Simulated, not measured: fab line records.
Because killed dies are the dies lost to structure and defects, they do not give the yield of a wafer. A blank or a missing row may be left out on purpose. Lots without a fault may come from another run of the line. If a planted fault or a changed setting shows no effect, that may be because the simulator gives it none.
Code-filled problem report in 8D (eight disciplines) form + flow sky130 + the parts of the form that need people (team, actions taken, sign-off) are left out

## 1. THE ISSUE
At SKY_PAD_OPEN_PROBE_99, killed_at_M4_up averages 41.8 over 6 wafers from 2 lots, while fault-free wafers read 2.8, standard deviation 1.7. Measured from the usual mean, that is +23 standard deviations.
Earliest sighting: wafer L126.1 on prober-01 at day 48 17:17. Wafers with a number at this step in the record: 36, from 12 lots. By rule, "out" or "out of limits" means more than 4 standard deviations away from the usual mean. The rest of the wafers with a number are treated as sound.

## 2. WHAT IT IS, AND WHAT IT ISN'T
| question                    | is                     | is not                                                                                                  |
|-----------------------------|------------------------|---------------------------------------------------------------------------------------------------------|
| which readings at this step | killed_at_M4_up        | killed_at_M0_to_M3, killed-at-contacts, killed-at-front-end, killed-at-other, killed-open, killed-short |
| which lots                  | L126, L127             | L113, L114, L115, L117, L118, L119, L120, L121, L122, L135                                              |
| which wafers of those lots  | all that have a number | -                                                                                                       |
| read on which tools         | prober-01              | prober-02                                                                                               |
| when                        | from day 48 17:17      | up to then (27 sound wafers); but 3 sound wafers of L135 came after                                     |

## 3. WHAT RULES OUT EACH SUSPECT
Counting: any tool at a process step up to the reading is kept as a suspect provided that every lot that is out went through it and no sound lot did after the first of them.
- pvd-sputter-02 at SKY_METAL2_SPUTTER_00 (material Ti, target thk 15 nm, time 10 s): ruled out as a lasting fault. Sound lots L135 ran on it after its first lot that is out, L126 (day 37 21:42).
- pvd-sputter-02 at SKY_METAL5_SPUTTER_04 (material TiN, target thk 70 nm, time 58.3 s): kept. Every lot that is out went through it, starting with L126 (day 46 03:52), and after that it ran no sound lot; the last sound lot it ran before then is L122 (day 45 05:33).
- prober-01 at SKY_PAD_OPEN_PROBE_99: ruled out as a lasting fault. Sound lots L135 ran on it after its first lot that is out, L126 (day 48 17:17).
Remaining after the count: pvd-sputter-02 at SKY_METAL5_SPUTTER_04.

## 4. THE CAUSE (what the simulator had put in)
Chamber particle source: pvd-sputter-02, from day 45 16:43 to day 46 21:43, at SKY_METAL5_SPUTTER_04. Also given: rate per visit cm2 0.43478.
After counting, this tool was the only one left.

## 5. THE EFFECT CHAIN, in route order
Each row: a reading whose mean over the struck wafers that have a number lies more than 3 standard deviations from the usual. Only readings whose record carries a usual standard deviation are examined. hours: median over the lots of the time between each lot's start at the first step of this table that gives one and its start at this step. sigmas: the change, counted in usual standard deviations.
| hours | step                  | reading              | usual  | on struck wafers | change | sigmas |
|-------|-----------------------|----------------------|--------|------------------|--------|--------|
| 0     | SKY_PAD_OPEN_PROBE_99 | defect-limited-yield | 82.8 % | 75.7             | -7.1   | -4.2   |
| 0     | SKY_PAD_OPEN_PROBE_99 | killed_at_M4_up      | 2.8    | 41.8             | +39.0  | +23    |
| 0     | SKY_PAD_OPEN_PROBE_99 | killed-dies          | 85     | 119              | +34    | +4.1   |
| 0     | SKY_PAD_OPEN_PROBE_99 | sort_bin_5_function  | 10.2 % | 15.2             | +5.0   | +3.9   |
| 0     | SKY_PAD_OPEN_PROBE_99 | sort-n-pass          | 407    | 373              | -34    | -4.1   |
| 0     | SKY_PAD_OPEN_PROBE_99 | sort-yield-pct       | 82.8 % | 75.7             | -7.1   | -4.2   |
Here are the process steps it includes:
- SKY_PAD_OPEN_PROBE_99

## 6. WHAT WOULD HAVE CAUGHT IT SOONER
In this record no reading fell out of limits until day 48 17:17, 73 hours after the fault had begun at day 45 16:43.
Tool readings at SKY_METAL5_SPUTTER_04 with a usual standard deviation given in the record: none out on any struck wafer, hence no alarm at a limit of 4 standard deviations on them.
All the lots that are out (2) had begun SKY_METAL5_SPUTTER_04 on pvd-sputter-02 by day 48 17:17. None of them would have been spared by holding the tool at that moment.
